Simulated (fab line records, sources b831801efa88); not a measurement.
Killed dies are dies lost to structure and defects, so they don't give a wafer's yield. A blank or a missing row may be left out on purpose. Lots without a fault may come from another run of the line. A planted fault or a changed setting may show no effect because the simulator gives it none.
Which tool did it? | flow gf180mcu | 12 lots, 36 wafers sampled, at 5 steps of a route of 602

WHAT THE GAUGES READ, wafer by wafer
GF_STI_BOW_MEAS_00.
lot  | measured    | on            | INCOMING_BOW (um)
L167 | day 1 10:02 | film_metro-02 | 11 -11 6
L168 | day 1 15:00 | film_metro-02 | -16 -2 11
L170 | day 2 01:01 | film_metro-04 | -9 -2 3
L172 | day 2 11:00 | film_metro-02 | -2 -4 -15
L173 | day 2 16:01 | film_metro-02 | -1 8 -13
L174 | day 2 21:00 | film_metro-04 | -10 -1 -4
L177 | day 3 12:00 | film_metro-02 | -2 -1 6
L181 | day 4 08:01 | film_metro-01 | 7 10 2
L183 | day 4 18:00 | film_metro-04 | 3 7 -8
L188 | day 5 19:01 | film_metro-01 | 9 -2 1
L189 | day 6 00:02 | film_metro-01 | 7 -7 -1
L190 | day 6 05:00 | film_metro-04 | 1 -1 -1

GF_VT_IMPLANT_OVL_MEAS_40.
lot  | measured     | on         | VT_IMPLANT_03_OVL (nm)
L167 | day 7 12:58  | overlay-02 | 0.2 -1.4 1.1
L168 | day 7 20:48  | overlay-01 | 2.0 4.1 0.9
L170 | day 8 12:24  | overlay-01 | 0.5 -0.5 -0.4
L172 | day 8 22:09  | overlay-02 | - - -
L173 | day 9 01:34  | overlay-02 | - - -
L174 | day 9 10:06  | overlay-02 | - - -
L177 | day 10 11:33 | overlay-01 | -0.4 1.3 1.3
L181 | day 11 20:49 | overlay-02 | 2.0 2.2 1.3
L183 | day 12 08:02 | overlay-02 | 3.0 1.7 3.3
L188 | day 13 09:45 | overlay-01 | 2.4 2.3 1.1
L189 | day 13 21:49 | overlay-02 | 0.6 2.0 -1.2
L190 | day 14 03:12 | overlay-01 | -0.7 -1.5 -1.5

WHICH TOOL RAN EACH LOT (tool, then ch and the chambers of the sampled wafers, then the start)
lot  | GF_DNWELL_STRIP_08                  | GF_MVPSD_STRIP_10                    | GF_VT_IMPLANT_COAT_35
L167 | plasma_asher-01 ch 0,1, day 2 20:20 | plasma_asher-04 ch 0,1, day 5 02:52  | litho_track-04 ch 0, day 7 05:15
L168 | plasma_asher-03 ch 0,1, day 3 02:18 | plasma_asher-01 ch 0,1, day 5 08:23  | litho_track-02 ch 0, day 7 12:45
L170 | plasma_asher-03 ch 0,1, day 3 14:19 | plasma_asher-04 ch 0,1, day 5 20:46  | litho_track-04 ch 0, day 8 03:52
L172 | plasma_asher-01 ch 1, day 3 22:08   | plasma_asher-04 ch 1, day 6 07:08    | litho_track-01, day 8 13:21
L173 | plasma_asher-01 ch 0,1, day 4 01:33 | plasma_asher-04 ch 0,1, day 6 09:58  | litho_track-01, day 8 17:05
L174 | plasma_asher-03 ch 0,1, day 4 07:56 | plasma_asher-04 ch 0,1, day 6 17:05  | litho_track-04, day 9 01:06
L177 | plasma_asher-01 ch 0,1, day 5 02:32 | plasma_asher-03 ch 0,1, day 7 15:20  | litho_track-01 ch 0, day 10 02:51
L181 | plasma_asher-04 ch 0,1, day 6 03:16 | plasma_asher-01 ch 0,1, day 8 20:43  | litho_track-01 ch 0, day 11 11:02
L183 | plasma_asher-03 ch 0,1, day 6 12:43 | plasma_asher-01 ch 0,1, day 9 06:59  | litho_track-04 ch 0, day 11 22:14
L188 | plasma_asher-01 ch 0,1, day 7 09:45 | plasma_asher-04 ch 0,1, day 10 04:41 | litho_track-01 ch 0, day 12 23:11
L189 | plasma_asher-01 ch 0,1, day 7 18:37 | plasma_asher-03 ch 0,1, day 10 16:37 | litho_track-01 ch 0, day 13 11:30
L190 | plasma_asher-04 ch 1, day 7 22:15   | plasma_asher-01 ch 1, day 10 20:59   | litho_track-01 ch 0, day 13 16:51
- GF_DNWELL_STRIP_08: strips in O2/N2.
- GF_MVPSD_STRIP_10: strips in O2/N2.
- GF_VT_IMPLANT_COAT_35: resist thk 1000 nm.

WHAT THE TOOLS THEMSELVES READ (means of the sampled wafers that have a number; where no wafer has one, the mark that the record gives instead)
GF_DNWELL_STRIP_08.
lot  | tool            | drypump_motor_current_A (A) | heater_power_w (W) | oes_product_au (a.u.) | strip_time_to_endpoint_s (s)
L167 | plasma_asher-01 | 5.4                         | 348                | 0.724                 | 36.87
L168 | plasma_asher-03 | 5.8                         | 358                | 0.723                 | 36.95
L170 | plasma_asher-03 | 6.0                         | 357                | 0.725                 | 37.03
L172 | plasma_asher-01 | 5.1                         | 402                | 0.720                 | 37.01
L173 | plasma_asher-01 | 5.3                         | 375                | 0.720                 | 36.88
L174 | plasma_asher-03 | 6.0                         | 353                | 0.719                 | 37.14
L177 | plasma_asher-01 | 5.3                         | 376                | 0.719                 | 37.04
L181 | plasma_asher-04 | 5.8                         | 372                | 0.718                 | 36.99
L183 | plasma_asher-03 | 5.8                         | 354                | 0.725                 | 36.99
L188 | plasma_asher-01 | 5.4                         | 354                | 0.722                 | 36.92
L189 | plasma_asher-01 | 5.4                         | 359                | 0.726                 | 36.87
L190 | plasma_asher-04 | 5.9                         | 369                | 0.719                 | 37.01

GF_MVPSD_STRIP_10.
lot  | tool            | drypump_motor_current_A (A) | heater_power_w (W) | oes_product_au (a.u.) | strip_time_to_endpoint_s (s)
L167 | plasma_asher-04 | 5.6                         | 364                | 0.719                 | 36.93
L168 | plasma_asher-01 | 5.4                         | 359                | 0.725                 | 36.90
L170 | plasma_asher-04 | 5.6                         | 363                | 0.719                 | 36.97
L172 | plasma_asher-04 | 5.9                         | 364                | 0.723                 | 36.89
L173 | plasma_asher-04 | 5.6                         | 364                | 0.720                 | 36.96
L174 | plasma_asher-04 | 5.6                         | 362                | 0.721                 | 36.99
L177 | plasma_asher-03 | 5.7                         | 357                | 0.724                 | 36.96
L181 | plasma_asher-01 | 5.3                         | 381                | 0.722                 | 37.00
L183 | plasma_asher-01 | 5.3                         | 386                | 0.723                 | 36.86
L188 | plasma_asher-04 | 5.6                         | 363                | 0.723                 | 36.85
L189 | plasma_asher-03 | 5.8                         | 357                | 0.723                 | 37.04
L190 | plasma_asher-01 | 5.1                         | 415                | 0.717                 | 36.82

GF_VT_IMPLANT_COAT_35.
lot  | tool           | chill_plate_temp_C (C) | dispense_pressure_kPa (kPa) | spin_speed_rpm (rpm)
L167 | litho_track-04 | 22.94                  | 51.2                        | 2999.8
L168 | litho_track-02 | 23.03                  | 53.5                        | 3000.3
L170 | litho_track-04 | 23.02                  | 51.1                        | 2999.9
L172 | litho_track-01 | -                      | -                           | -
L173 | litho_track-01 | -                      | -                           | -
L174 | litho_track-04 | -                      | -                           | -
L177 | litho_track-01 | 23.22                  | 49.9                        | 3000.2
L181 | litho_track-01 | 23.11                  | 49.9                        | 2997.1
L183 | litho_track-04 | 23.12                  | 51.2                        | 3001.2
L188 | litho_track-01 | 22.96                  | 49.9                        | 3001.8
L189 | litho_track-01 | 23.02                  | 49.9                        | 3000.0
L190 | litho_track-01 | 23.23                  | 49.9                        | 3000.1

THE ANSWER, worked out from the rows above alone
Rule: what is usual is taken from the lots themselves. Put in order of their means at a reading, lots are off if they are a third of the lots or fewer, leave a main group of 4 or more, and stand apart from it by a gap of 3 or more times the standard deviation of the main group's means; of several such gaps the widest counts. A main group whose means are all the same, to the digits that the tables above print for the reading, isn't used. A lot without any number at a reading at which 4 lots or more have one is off too. The other lots that the step has rows for count as sound. The gauges are gone through in route order, then the tools' own readings, and for those a lot's mean is taken as printed above. The first step at which some lot is off is used, and at that step the reading that is off furthest; a lot without a number counts as furthest.
Off: L172, L173, L174, at GF_VT_IMPLANT_OVL_MEAS_40 (VT_IMPLANT_03_OVL). Without a number there: L172, L173, L174. The main group: mean 1.0 nm, standard deviation 1.2.
A tool fits if, at a process step before that reading, it ran every lot that is off, and no sound lot after the first of them. The gauges at GF_VT_IMPLANT_OVL_MEAS_40 aren't tried: what is off there is off at GF_VT_IMPLANT_COAT_35 too, on other tools, and a gauge's error can't cause that. None of those tried fits.

WHAT THE SIMULATOR HAD PUT IN
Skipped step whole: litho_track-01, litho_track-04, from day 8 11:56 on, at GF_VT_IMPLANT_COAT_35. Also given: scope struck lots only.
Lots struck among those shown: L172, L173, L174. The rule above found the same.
